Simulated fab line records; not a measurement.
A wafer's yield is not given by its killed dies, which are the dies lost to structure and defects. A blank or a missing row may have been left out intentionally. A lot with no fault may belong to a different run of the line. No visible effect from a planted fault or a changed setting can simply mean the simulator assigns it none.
Problem report, 8D (eight disciplines) form, completed by code || flow sky130 || the parts of the form that need people (team, actions taken, sign-off) are left out

## 1. THE ISSUE
Mean LDD_LDN_TW at SKY_LDD_LDN_TW_MEAS_13: 1356 over 6 wafers in 2 lots; fault-free wafers: 1481, standard deviation 15. Relative to the usual mean, that is a shift of -8.4 standard deviations.
First observed at day 26 22:30: wafer L536.4, on film_metro-03. Wafers with a number at this step in the record: 42, from 14 lots. By rule, "out" or "out of limits" means more than 4 standard deviations away from the usual mean. Any other wafer with a number is counted as sound.

## 2. WHAT IT IS, AND WHAT IT ISN'T
{"question": "which readings at this step", "is": "LDD_LDN_TW", "is not": "-"}
{"question": "which lots", "is": "L536, L537", "is not": "L525, L526, L528, L532, L533, L535, L538, L544, L545, L546, L547, L548"}
{"question": "which wafers of those lots", "is": "all that have a number", "is not": "-"}
{"question": "read on which gauges", "is": "film_metro-02, film_metro-03", "is not": "film_metro-04"}
{"question": "when", "is": "from day 26 22:30", "is not": "up to then (18 sound wafers); but 18 sound wafers of L538, L544, L545, L546, L547, L548 came after"}

## 3. THE SUSPECTS, EACH WITH WHAT RULES IT OUT
Counting: a tool at a process step up to the reading stays a suspect if it ran every lot that is out and no sound lot after the first of them.
- ruled out: the gauge at SKY_LDD_LDN_TW_MEAS_13. Those wafers that are out were read across 2 gauges (film_metro-02, film_metro-03).
- implanter-04 at SKY_LDD_LDN_IMPLANT_08: ruled out as a lasting fault. Following L536 (day 26 21:50), the first lot on it that is out, the sound lots L544 were run on it.
Left after counting: nothing in the record.

## 4. THE CAUSE (what the simulator had put in)
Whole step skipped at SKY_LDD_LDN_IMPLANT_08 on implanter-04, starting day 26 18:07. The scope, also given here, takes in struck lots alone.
The count ruled it out by mistake, since the rule takes a fault to strike every lot its tool runs from the start of the fault on, and this one did not do so.

## 5. THE CHAIN OF EFFECTS, in route order
Each row: a reading whose mean over the struck wafers that have a number lies more than 3 standard deviations from the usual. Only readings whose record carries a usual standard deviation are examined. hours: median over the lots of the time between each lot's start at the first step of this table that gives one and its start at this step. sigmas: the change, counted in usual standard deviations.
{"hours": 0, "step": "SKY_LDD_LDN_TW_MEAS_13", "reading": "LDD_LDN_TW", "usual": 1481, "on struck wafers": 1356, "change": -126, "sigmas": -8.4}
Readings that are blank on the struck wafers while sound wafers have them: beam_energy_keV at SKY_LDD_LDN_IMPLANT_08; beam_on_s at SKY_LDD_LDN_IMPLANT_08; dose_ions_cm2 at SKY_LDD_LDN_IMPLANT_08; end_station_pressure_torr at SKY_LDD_LDN_IMPLANT_08.

## 6. HOW IT WOULD HAVE BEEN CAUGHT EARLIER
In this record the first reading out of limits at a measuring or inspecting step was taken at day 26 22:30, 4 hours after the fault began at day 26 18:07.
At SKY_LDD_LDN_IMPLANT_08 the tool's readings are blank on the struck wafers, where sound wafers have them: an empty tool record is the first sign, and it was there at once.
